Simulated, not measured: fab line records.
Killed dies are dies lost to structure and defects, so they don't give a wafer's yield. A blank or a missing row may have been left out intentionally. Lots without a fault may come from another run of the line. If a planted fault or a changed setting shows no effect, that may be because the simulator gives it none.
Which of the tools did it? / flow sky130 / 24 lots, 72 wafers sampled, at 6 steps of a route of 708

## WHAT THE GAUGES SHOWED, per wafer
SKY_VIA4_THK_MEAS_20: measures by xrf.
lot=L074; measured=day 43 04:40; on=film-metro-03; VIA4_W_THK (nm)=482 496 491
lot=L075; measured=day 43 14:41; on=film-metro-04; VIA4_W_THK (nm)=512 510 507
lot=L076; measured=day 43 20:28; on=film-metro-03; VIA4_W_THK (nm)=478 488 489
lot=L077; measured=day 44 04:51; on=film-metro-03; VIA4_W_THK (nm)=495 501 493
lot=L078; measured=day 44 07:12; on=film-metro-03; VIA4_W_THK (nm)=507 492 499
lot=L079; measured=day 44 20:14; on=film-metro-03; VIA4_W_THK (nm)=500 500 499
lot=L080; measured=day 44 21:11; on=film-metro-01; VIA4_W_THK (nm)=500 501 501
lot=L081; measured=day 45 00:38; on=film-metro-04; VIA4_W_THK (nm)=511 507 513
lot=L082; measured=day 45 08:13; on=film-metro-03; VIA4_W_THK (nm)=485 491 486
lot=L083; measured=day 45 18:02; on=film-metro-04; VIA4_W_THK (nm)=503 513 505
lot=L084; measured=day 45 18:44; on=film-metro-01; VIA4_W_THK (nm)=513 505 515
lot=L085; measured=day 46 01:11; on=film-metro-04; VIA4_W_THK (nm)=497 493 496
lot=L086; measured=day 46 16:34; on=film-metro-03; VIA4_W_THK (nm)=491 489 488
lot=L087; measured=day 46 13:41; on=film-metro-01; VIA4_W_THK (nm)=501 497 496
lot=L088; measured=day 46 17:07; on=film-metro-03; VIA4_W_THK (nm)=501 496 512
lot=L089; measured=day 47 02:23; on=film-metro-01; VIA4_W_THK (nm)=502 490 503
lot=L090; measured=day 47 09:49; on=film-metro-03; VIA4_W_THK (nm)=486 500 491
lot=L091; measured=day 47 13:30; on=film-metro-04; VIA4_W_THK (nm)=490 488 490
lot=L092; measured=day 47 15:52; on=film-metro-01; VIA4_W_THK (nm)=490 494 496
lot=L093; measured=day 48 02:59; on=film-metro-03; VIA4_W_THK (nm)=488 486 493
lot=L094; measured=day 48 07:11; on=film-metro-03; VIA4_W_THK (nm)=490 490 494
lot=L095; measured=day 48 08:47; on=film-metro-04; VIA4_W_THK (nm)=509 510 514
lot=L096; measured=day 48 16:46; on=film-metro-03; VIA4_W_THK (nm)=494 499 493
lot=L097; measured=day 48 20:25; on=film-metro-04; VIA4_W_THK (nm)=495 508 503

## EACH LOT AND THE TOOL THAT RAN IT (in order: tool; ch and the chambers of the sampled wafers; start)
lot=L074; SKY_FIELD_ISO_STRIP_16=plasma-asher-03 ch 0,1, day 2 09:02; SKY_METAL3_SPUTTER_03=pvd-sputter-03, day 36 16:23; SKY_METAL4_ETCH_17=rie-diel-03 ch 1,2,3, day 42 02:34; SKY_VIA4_ETCH_12=rie-diel-04 ch 0,1,3, day 43 03:40; SKY_VIA4_SPUTTER_17=pvd-sputter-01, day 43 04:20
lot=L075; SKY_FIELD_ISO_STRIP_16=plasma-asher-04 ch 0, day 2 13:29; SKY_METAL3_SPUTTER_03=pvd-sputter-03, day 37 04:25; SKY_METAL4_ETCH_17=rie-diel-02 ch 0,3, day 42 13:01; SKY_VIA4_ETCH_12=rie-diel-04 ch 0,1,2, day 43 13:40; SKY_VIA4_SPUTTER_17=pvd-sputter-02, day 43 14:22
lot=L076; SKY_FIELD_ISO_STRIP_16=plasma-asher-01 ch 0,1, day 2 14:32; SKY_METAL3_SPUTTER_03=pvd-sputter-03, day 37 12:37; SKY_METAL4_ETCH_17=rie-diel-01 ch 0,2, day 42 18:39; SKY_VIA4_ETCH_12=rie-diel-04 ch 0,2,3, day 43 19:27; SKY_VIA4_SPUTTER_17=pvd-sputter-04, day 43 20:08
lot=L077; SKY_FIELD_ISO_STRIP_16=plasma-asher-01 ch 0,1, day 2 22:46; SKY_METAL3_SPUTTER_03=pvd-sputter-03, day 37 20:23; SKY_METAL4_ETCH_17=rie-diel-02 ch 2,3, day 43 04:05; SKY_VIA4_ETCH_12=rie-diel-04 ch 0,3, day 44 03:49; SKY_VIA4_SPUTTER_17=pvd-sputter-01, day 44 04:31
lot=L078; SKY_FIELD_ISO_STRIP_16=plasma-asher-03 ch 0,1, day 3 04:43; SKY_METAL3_SPUTTER_03=pvd-sputter-01, day 38 00:37; SKY_METAL4_ETCH_17=rie-diel-02 ch 0,1,3, day 43 06:42; SKY_VIA4_ETCH_12=rie-diel-04 ch 1,2,3, day 44 06:12; SKY_VIA4_SPUTTER_17=pvd-sputter-04, day 44 06:52
lot=L079; SKY_FIELD_ISO_STRIP_16=plasma-asher-03 ch 1, day 3 09:04; SKY_METAL3_SPUTTER_03=pvd-sputter-03, day 38 14:16; SKY_METAL4_ETCH_17=rie-diel-03 ch 0,3, day 43 19:08; SKY_VIA4_ETCH_12=rie-diel-04 ch 2,3, day 44 18:53; SKY_VIA4_SPUTTER_17=pvd-sputter-04, day 44 19:55
lot=L080; SKY_FIELD_ISO_STRIP_16=plasma-asher-03 ch 0,1, day 3 12:43; SKY_METAL3_SPUTTER_03=pvd-sputter-03, day 38 16:44; SKY_METAL4_ETCH_17=rie-diel-01 ch 1,2,3, day 43 20:43; SKY_VIA4_ETCH_12=rie-diel-03 ch 1,3, day 44 20:11; SKY_VIA4_SPUTTER_17=pvd-sputter-04, day 44 20:51
lot=L081; SKY_FIELD_ISO_STRIP_16=plasma-asher-04 ch 0,1, day 3 17:49; SKY_METAL3_SPUTTER_03=pvd-sputter-04, day 38 19:36; SKY_METAL4_ETCH_17=rie-diel-03 ch 1,3, day 43 23:27; SKY_VIA4_ETCH_12=rie-diel-03 ch 0,1,2, day 44 23:34; SKY_VIA4_SPUTTER_17=pvd-sputter-04, day 45 00:17
lot=L082; SKY_FIELD_ISO_STRIP_16=plasma-asher-01 ch 0,1, day 3 22:35; SKY_METAL3_SPUTTER_03=pvd-sputter-03, day 39 02:50; SKY_METAL4_ETCH_17=rie-diel-03 ch 0,1,3, day 44 07:26; SKY_VIA4_ETCH_12=rie-diel-03 ch 0,1,3, day 45 06:49; SKY_VIA4_SPUTTER_17=pvd-sputter-04, day 45 07:53
lot=L083; SKY_FIELD_ISO_STRIP_16=plasma-asher-04 ch 0,1, day 4 03:14; SKY_METAL3_SPUTTER_03=pvd-sputter-01, day 39 13:16; SKY_METAL4_ETCH_17=rie-diel-02 ch 1,3, day 44 18:11; SKY_VIA4_ETCH_12=rie-diel-04 ch 0,2,3, day 45 17:01; SKY_VIA4_SPUTTER_17=pvd-sputter-04, day 45 17:41
lot=L084; SKY_FIELD_ISO_STRIP_16=plasma-asher-03 ch 0,1, day 4 09:35; SKY_METAL3_SPUTTER_03=pvd-sputter-04, day 39 14:44; SKY_METAL4_ETCH_17=rie-diel-03 ch 1,3, day 44 18:49; SKY_VIA4_ETCH_12=rie-diel-01 ch 0,2,3, day 45 17:45; SKY_VIA4_SPUTTER_17=pvd-sputter-04, day 45 18:25
lot=L085; SKY_FIELD_ISO_STRIP_16=plasma-asher-01 ch 0,1, day 4 13:26; SKY_METAL3_SPUTTER_03=pvd-sputter-03, day 39 23:45; SKY_METAL4_ETCH_17=rie-diel-02 ch 0,1,3, day 45 01:28; SKY_VIA4_ETCH_12=rie-diel-03 ch 0,2,3, day 46 00:10; SKY_VIA4_SPUTTER_17=pvd-sputter-04, day 46 00:50
lot=L086; SKY_FIELD_ISO_STRIP_16=plasma-asher-01 ch 0,1, day 4 21:49; SKY_METAL3_SPUTTER_03=pvd-sputter-01, day 40 14:50; SKY_METAL4_ETCH_17=rie-diel-03 ch 0,1,2, day 45 16:47; SKY_VIA4_ETCH_12=rie-diel-03 ch 0,2,3, day 46 15:28; SKY_VIA4_SPUTTER_17=pvd-sputter-04, day 46 16:13
lot=L087; SKY_FIELD_ISO_STRIP_16=plasma-asher-04 ch 0,1, day 5 02:11; SKY_METAL3_SPUTTER_03=pvd-sputter-04, day 40 12:46; SKY_METAL4_ETCH_17=rie-diel-03 ch 0,2,3, day 45 14:20; SKY_VIA4_ETCH_12=rie-diel-04 ch 1,2,3, day 46 12:39; SKY_VIA4_SPUTTER_17=pvd-sputter-04, day 46 13:21
lot=L088; SKY_FIELD_ISO_STRIP_16=plasma-asher-03 ch 0,1, day 5 06:14; SKY_METAL3_SPUTTER_03=pvd-sputter-03, day 40 15:31; SKY_METAL4_ETCH_17=rie-diel-01 ch 0,1,2, day 45 17:08; SKY_VIA4_ETCH_12=rie-diel-01 ch 0,1,3, day 46 15:32; SKY_VIA4_SPUTTER_17=pvd-sputter-04, day 46 16:44
lot=L089; SKY_FIELD_ISO_STRIP_16=plasma-asher-04 ch 0,1, day 5 12:32; SKY_METAL3_SPUTTER_03=pvd-sputter-04, day 41 06:20; SKY_METAL4_ETCH_17=rie-diel-01 ch 0,1,2, day 46 03:17; SKY_VIA4_ETCH_12=rie-diel-04 ch 0,1,3, day 47 01:19; SKY_VIA4_SPUTTER_17=pvd-sputter-04, day 47 02:03
lot=L090; SKY_FIELD_ISO_STRIP_16=plasma-asher-04 ch 0,1, day 5 18:38; SKY_METAL3_SPUTTER_03=pvd-sputter-03, day 41 12:47; SKY_METAL4_ETCH_17=rie-diel-03 ch 0,2,3, day 46 10:40; SKY_VIA4_ETCH_12=rie-diel-03 ch 0,2,3, day 47 08:13; SKY_VIA4_SPUTTER_17=pvd-sputter-04, day 47 09:19
lot=L091; SKY_FIELD_ISO_STRIP_16=plasma-asher-04 ch 0,1, day 5 21:25; SKY_METAL3_SPUTTER_03=pvd-sputter-04, day 41 16:31; SKY_METAL4_ETCH_17=rie-diel-03 ch 2,3, day 46 15:03; SKY_VIA4_ETCH_12=rie-diel-03 ch 1,2,3, day 47 12:28; SKY_VIA4_SPUTTER_17=pvd-sputter-04, day 47 13:10
lot=L092; SKY_FIELD_ISO_STRIP_16=plasma-asher-04 ch 0,1, day 6 01:23; SKY_METAL3_SPUTTER_03=pvd-sputter-01, day 41 20:40; SKY_METAL4_ETCH_17=rie-diel-03 ch 0,1,3, day 46 17:16; SKY_VIA4_ETCH_12=rie-diel-01 ch 0,1,2, day 47 14:42; SKY_VIA4_SPUTTER_17=pvd-sputter-02, day 47 15:22
lot=L093; SKY_FIELD_ISO_STRIP_16=plasma-asher-03 ch 0,1, day 6 07:49; SKY_METAL3_SPUTTER_03=pvd-sputter-04, day 42 10:01; SKY_METAL4_ETCH_17=rie-diel-03 ch 1,2,3, day 47 04:38; SKY_VIA4_ETCH_12=rie-diel-04 ch 0,2, day 48 01:58; SKY_VIA4_SPUTTER_17=pvd-sputter-01, day 48 02:38
lot=L094; SKY_FIELD_ISO_STRIP_16=plasma-asher-04 ch 0, day 6 11:26; SKY_METAL3_SPUTTER_03=pvd-sputter-04, day 42 13:22; SKY_METAL4_ETCH_17=rie-diel-01 ch 1,2,3, day 47 09:02; SKY_VIA4_ETCH_12=rie-diel-01 ch 0,1, day 48 06:11; SKY_VIA4_SPUTTER_17=pvd-sputter-02, day 48 06:51
lot=L095; SKY_FIELD_ISO_STRIP_16=plasma-asher-03 ch 1, day 6 17:44; SKY_METAL3_SPUTTER_03=pvd-sputter-03, day 42 16:13; SKY_METAL4_ETCH_17=rie-diel-03 ch 0,1,3, day 47 11:08; SKY_VIA4_ETCH_12=rie-diel-01 ch 0,2,3, day 48 07:38; SKY_VIA4_SPUTTER_17=pvd-sputter-02, day 48 08:26
lot=L096; SKY_FIELD_ISO_STRIP_16=plasma-asher-03 ch 1, day 6 23:17; SKY_METAL3_SPUTTER_03=pvd-sputter-01, day 43 00:10; SKY_METAL4_ETCH_17=rie-diel-02 ch 0,1, day 47 18:32; SKY_VIA4_ETCH_12=rie-diel-03 ch 0,1,2, day 48 15:43; SKY_VIA4_SPUTTER_17=pvd-sputter-02, day 48 16:25
lot=L097; SKY_FIELD_ISO_STRIP_16=plasma-asher-04 ch 0,1, day 7 05:25; SKY_METAL3_SPUTTER_03=pvd-sputter-01, day 43 08:47; SKY_METAL4_ETCH_17=rie-diel-03 ch 0,1,3, day 47 23:14; SKY_VIA4_ETCH_12=rie-diel-04 ch 1,2, day 48 19:23; SKY_VIA4_SPUTTER_17=pvd-sputter-04, day 48 20:05
- SKY_FIELD_ISO_STRIP_16: strips in O2/N2.
- SKY_METAL3_SPUTTER_03: material Ti, target thk 5 nm, time 3.3 s.
- SKY_METAL4_ETCH_17: etches SiO2 in C4F8/O2/Ar, stops on TiN, time 3.9 s, target depth 15 nm.
- SKY_VIA4_ETCH_12: etches SiO2 in C4F8/O2/Ar, stops on TiN, target depth 580 nm.
- SKY_VIA4_SPUTTER_17: material TiN, target thk 20 nm, time 80 s.

## AS READ BY THE TOOLS THEMSELVES (means over the sampled wafers that have a number; for cases with no such wafer, the mark the record gives instead)
SKY_FIELD_ISO_STRIP_16.
lot=L074; tool=plasma-asher-03; drypump-motor-current-A (A)=6.2; oes-product-au (a.u.)=0.373; strip-time-to-endpoint-s (s)=3.50
lot=L075; tool=plasma-asher-04; drypump-motor-current-A (A)=6.4; oes-product-au (a.u.)=0.380; strip-time-to-endpoint-s (s)=3.54
lot=L076; tool=plasma-asher-01; drypump-motor-current-A (A)=6.6; oes-product-au (a.u.)=0.375; strip-time-to-endpoint-s (s)=3.56
lot=L077; tool=plasma-asher-01; drypump-motor-current-A (A)=6.6; oes-product-au (a.u.)=0.375; strip-time-to-endpoint-s (s)=3.51
lot=L078; tool=plasma-asher-03; drypump-motor-current-A (A)=6.1; oes-product-au (a.u.)=0.380; strip-time-to-endpoint-s (s)=3.54
lot=L079; tool=plasma-asher-03; drypump-motor-current-A (A)=6.4; oes-product-au (a.u.)=0.384; strip-time-to-endpoint-s (s)=3.55
lot=L080; tool=plasma-asher-03; drypump-motor-current-A (A)=6.1; oes-product-au (a.u.)=0.372; strip-time-to-endpoint-s (s)=3.47
lot=L081; tool=plasma-asher-04; drypump-motor-current-A (A)=6.0; oes-product-au (a.u.)=0.375; strip-time-to-endpoint-s (s)=3.50
lot=L082; tool=plasma-asher-01; drypump-motor-current-A (A)=6.6; oes-product-au (a.u.)=0.372; strip-time-to-endpoint-s (s)=3.47
lot=L083; tool=plasma-asher-04; drypump-motor-current-A (A)=6.2; oes-product-au (a.u.)=0.375; strip-time-to-endpoint-s (s)=3.53
lot=L084; tool=plasma-asher-03; drypump-motor-current-A (A)=5.9; oes-product-au (a.u.)=0.378; strip-time-to-endpoint-s (s)=3.57
lot=L085; tool=plasma-asher-01; drypump-motor-current-A (A)=6.6; oes-product-au (a.u.)=0.381; strip-time-to-endpoint-s (s)=3.58
lot=L086; tool=plasma-asher-01; drypump-motor-current-A (A)=6.5; oes-product-au (a.u.)=0.375; strip-time-to-endpoint-s (s)=3.53
lot=L087; tool=plasma-asher-04; drypump-motor-current-A (A)=6.0; oes-product-au (a.u.)=0.379; strip-time-to-endpoint-s (s)=3.56
lot=L088; tool=plasma-asher-03; drypump-motor-current-A (A)=5.9; oes-product-au (a.u.)=0.373; strip-time-to-endpoint-s (s)=3.55
lot=L089; tool=plasma-asher-04; drypump-motor-current-A (A)=6.2; oes-product-au (a.u.)=0.376; strip-time-to-endpoint-s (s)=3.56
lot=L090; tool=plasma-asher-04; drypump-motor-current-A (A)=6.0; oes-product-au (a.u.)=0.379; strip-time-to-endpoint-s (s)=3.53
lot=L091; tool=plasma-asher-04; drypump-motor-current-A (A)=6.2; oes-product-au (a.u.)=0.378; strip-time-to-endpoint-s (s)=3.56
lot=L092; tool=plasma-asher-04; drypump-motor-current-A (A)=6.2; oes-product-au (a.u.)=0.378; strip-time-to-endpoint-s (s)=3.55
lot=L093; tool=plasma-asher-03; drypump-motor-current-A (A)=6.2; oes-product-au (a.u.)=0.378; strip-time-to-endpoint-s (s)=3.52
lot=L094; tool=plasma-asher-04; drypump-motor-current-A (A)=6.4; oes-product-au (a.u.)=0.376; strip-time-to-endpoint-s (s)=3.51
lot=L095; tool=plasma-asher-03; drypump-motor-current-A (A)=6.4; oes-product-au (a.u.)=0.380; strip-time-to-endpoint-s (s)=3.57
lot=L096; tool=plasma-asher-03; drypump-motor-current-A (A)=6.4; oes-product-au (a.u.)=0.378; strip-time-to-endpoint-s (s)=3.57
lot=L097; tool=plasma-asher-04; drypump-motor-current-A (A)=6.2; oes-product-au (a.u.)=0.374; strip-time-to-endpoint-s (s)=3.54

SKY_METAL3_SPUTTER_03.
lot=L074; tool=pvd-sputter-03; throttle-valve-pct (%)=30.6
lot=L075; tool=pvd-sputter-03; throttle-valve-pct (%)=29.3
lot=L076; tool=pvd-sputter-03; throttle-valve-pct (%)=30.0
lot=L077; tool=pvd-sputter-03; throttle-valve-pct (%)=29.6
lot=L078; tool=pvd-sputter-01; throttle-valve-pct (%)=31.4
lot=L079; tool=pvd-sputter-03; throttle-valve-pct (%)=30.5
lot=L080; tool=pvd-sputter-03; throttle-valve-pct (%)=30.2
lot=L081; tool=pvd-sputter-04; throttle-valve-pct (%)=29.6
lot=L082; tool=pvd-sputter-03; throttle-valve-pct (%)=30.7
lot=L083; tool=pvd-sputter-01; throttle-valve-pct (%)=30.6
lot=L084; tool=pvd-sputter-04; throttle-valve-pct (%)=30.1
lot=L085; tool=pvd-sputter-03; throttle-valve-pct (%)=30.0
lot=L086; tool=pvd-sputter-01; throttle-valve-pct (%)=31.0
lot=L087; tool=pvd-sputter-04; throttle-valve-pct (%)=29.9
lot=L088; tool=pvd-sputter-03; throttle-valve-pct (%)=30.4
lot=L089; tool=pvd-sputter-04; throttle-valve-pct (%)=30.1
lot=L090; tool=pvd-sputter-03; throttle-valve-pct (%)=29.7
lot=L091; tool=pvd-sputter-04; throttle-valve-pct (%)=29.9
lot=L092; tool=pvd-sputter-01; throttle-valve-pct (%)=30.7
lot=L093; tool=pvd-sputter-04; throttle-valve-pct (%)=29.8
lot=L094; tool=pvd-sputter-04; throttle-valve-pct (%)=30.1
lot=L095; tool=pvd-sputter-03; throttle-valve-pct (%)=30.0
lot=L096; tool=pvd-sputter-01; throttle-valve-pct (%)=30.2
lot=L097; tool=pvd-sputter-01; throttle-valve-pct (%)=31.1

SKY_METAL4_ETCH_17.
lot=L074; tool=rie-diel-03; oes-product-au (a.u.)=0.758
lot=L075; tool=rie-diel-02; oes-product-au (a.u.)=0.760
lot=L076; tool=rie-diel-01; oes-product-au (a.u.)=0.757
lot=L077; tool=rie-diel-02; oes-product-au (a.u.)=0.764
lot=L078; tool=rie-diel-02; oes-product-au (a.u.)=0.752
lot=L079; tool=rie-diel-03; oes-product-au (a.u.)=0.756
lot=L080; tool=rie-diel-01; oes-product-au (a.u.)=0.761
lot=L081; tool=rie-diel-03; oes-product-au (a.u.)=0.748
lot=L082; tool=rie-diel-03; oes-product-au (a.u.)=0.759
lot=L083; tool=rie-diel-02; oes-product-au (a.u.)=0.766
lot=L084; tool=rie-diel-03; oes-product-au (a.u.)=0.752
lot=L085; tool=rie-diel-02; oes-product-au (a.u.)=0.757
lot=L086; tool=rie-diel-03; oes-product-au (a.u.)=0.753
lot=L087; tool=rie-diel-03; oes-product-au (a.u.)=0.767
lot=L088; tool=rie-diel-01; oes-product-au (a.u.)=0.769
lot=L089; tool=rie-diel-01; oes-product-au (a.u.)=0.765
lot=L090; tool=rie-diel-03; oes-product-au (a.u.)=0.756
lot=L091; tool=rie-diel-03; oes-product-au (a.u.)=0.760
lot=L092; tool=rie-diel-03; oes-product-au (a.u.)=0.767
lot=L093; tool=rie-diel-03; oes-product-au (a.u.)=0.758
lot=L094; tool=rie-diel-01; oes-product-au (a.u.)=0.759
lot=L095; tool=rie-diel-03; oes-product-au (a.u.)=0.752
lot=L096; tool=rie-diel-02; oes-product-au (a.u.)=0.764
lot=L097; tool=rie-diel-03; oes-product-au (a.u.)=0.761

SKY_VIA4_ETCH_12.
lot=L074; tool=rie-diel-04; oes-product-au (a.u.)=0.923
lot=L075; tool=rie-diel-04; oes-product-au (a.u.)=0.927
lot=L076; tool=rie-diel-04; oes-product-au (a.u.)=0.926
lot=L077; tool=rie-diel-04; oes-product-au (a.u.)=0.931
lot=L078; tool=rie-diel-04; oes-product-au (a.u.)=0.923
lot=L079; tool=rie-diel-04; oes-product-au (a.u.)=0.924
lot=L080; tool=rie-diel-03; oes-product-au (a.u.)=0.922
lot=L081; tool=rie-diel-03; oes-product-au (a.u.)=0.925
lot=L082; tool=rie-diel-03; oes-product-au (a.u.)=0.928
lot=L083; tool=rie-diel-04; oes-product-au (a.u.)=0.927
lot=L084; tool=rie-diel-01; oes-product-au (a.u.)=0.931
lot=L085; tool=rie-diel-03; oes-product-au (a.u.)=0.924
lot=L086; tool=rie-diel-03; oes-product-au (a.u.)=0.917
lot=L087; tool=rie-diel-04; oes-product-au (a.u.)=0.925
lot=L088; tool=rie-diel-01; oes-product-au (a.u.)=0.919
lot=L089; tool=rie-diel-04; oes-product-au (a.u.)=0.924
lot=L090; tool=rie-diel-03; oes-product-au (a.u.)=0.926
lot=L091; tool=rie-diel-03; oes-product-au (a.u.)=0.925
lot=L092; tool=rie-diel-01; oes-product-au (a.u.)=0.925
lot=L093; tool=rie-diel-04; oes-product-au (a.u.)=0.924
lot=L094; tool=rie-diel-01; oes-product-au (a.u.)=0.923
lot=L095; tool=rie-diel-01; oes-product-au (a.u.)=0.927
lot=L096; tool=rie-diel-03; oes-product-au (a.u.)=0.926
lot=L097; tool=rie-diel-04; oes-product-au (a.u.)=0.923

SKY_VIA4_SPUTTER_17.
lot=L074; tool=pvd-sputter-01; throttle-valve-pct (%)=32.0
lot=L075; tool=pvd-sputter-02; throttle-valve-pct (%)=31.7
lot=L076; tool=pvd-sputter-04; throttle-valve-pct (%)=30.1
lot=L077; tool=pvd-sputter-01; throttle-valve-pct (%)=31.4
lot=L078; tool=pvd-sputter-04; throttle-valve-pct (%)=30.0
lot=L079; tool=pvd-sputter-04; throttle-valve-pct (%)=29.8
lot=L080; tool=pvd-sputter-04; throttle-valve-pct (%)=30.2
lot=L081; tool=pvd-sputter-04; throttle-valve-pct (%)=30.4
lot=L082; tool=pvd-sputter-04; throttle-valve-pct (%)=29.6
lot=L083; tool=pvd-sputter-04; throttle-valve-pct (%)=29.9
lot=L084; tool=pvd-sputter-04; throttle-valve-pct (%)=30.0
lot=L085; tool=pvd-sputter-04; throttle-valve-pct (%)=30.0
lot=L086; tool=pvd-sputter-04; throttle-valve-pct (%)=30.0
lot=L087; tool=pvd-sputter-04; throttle-valve-pct (%)=30.2
lot=L088; tool=pvd-sputter-04; throttle-valve-pct (%)=29.7
lot=L089; tool=pvd-sputter-04; throttle-valve-pct (%)=29.9
lot=L090; tool=pvd-sputter-04; throttle-valve-pct (%)=29.7
lot=L091; tool=pvd-sputter-04; throttle-valve-pct (%)=30.2
lot=L092; tool=pvd-sputter-02; throttle-valve-pct (%)=31.0
lot=L093; tool=pvd-sputter-01; throttle-valve-pct (%)=30.5
lot=L094; tool=pvd-sputter-02; throttle-valve-pct (%)=30.4
lot=L095; tool=pvd-sputter-02; throttle-valve-pct (%)=29.8
lot=L096; tool=pvd-sputter-02; throttle-valve-pct (%)=30.1
lot=L097; tool=pvd-sputter-04; throttle-valve-pct (%)=30.1

## THE ANSWER, worked out from the rows above alone
Rule: usual is defined by the lots themselves. The widest of any qualifying gaps counts: lots, ordered by their means at a reading, are off when they make up no more than a third of the lots, leave a main group of 4 or more, and stand apart from it by 3 or more times the standard deviation of that group's means. A main group whose means are all the same, to the digits that the tables above print for the reading, isn't used. A lot without any number at a reading at which 4 lots or more have one is off too. The other lots that the step has rows for count as sound. After the gauges, taken in route order, come the tools' own readings; for these a lot's mean is taken, as printed above. At the first step where some lot is off, the reading lying furthest off is the one used; lots without a number count as furthest.
None of the lots is off at any reading shown; this tells nothing.

## WHAT THE SIMULATOR PUT IN
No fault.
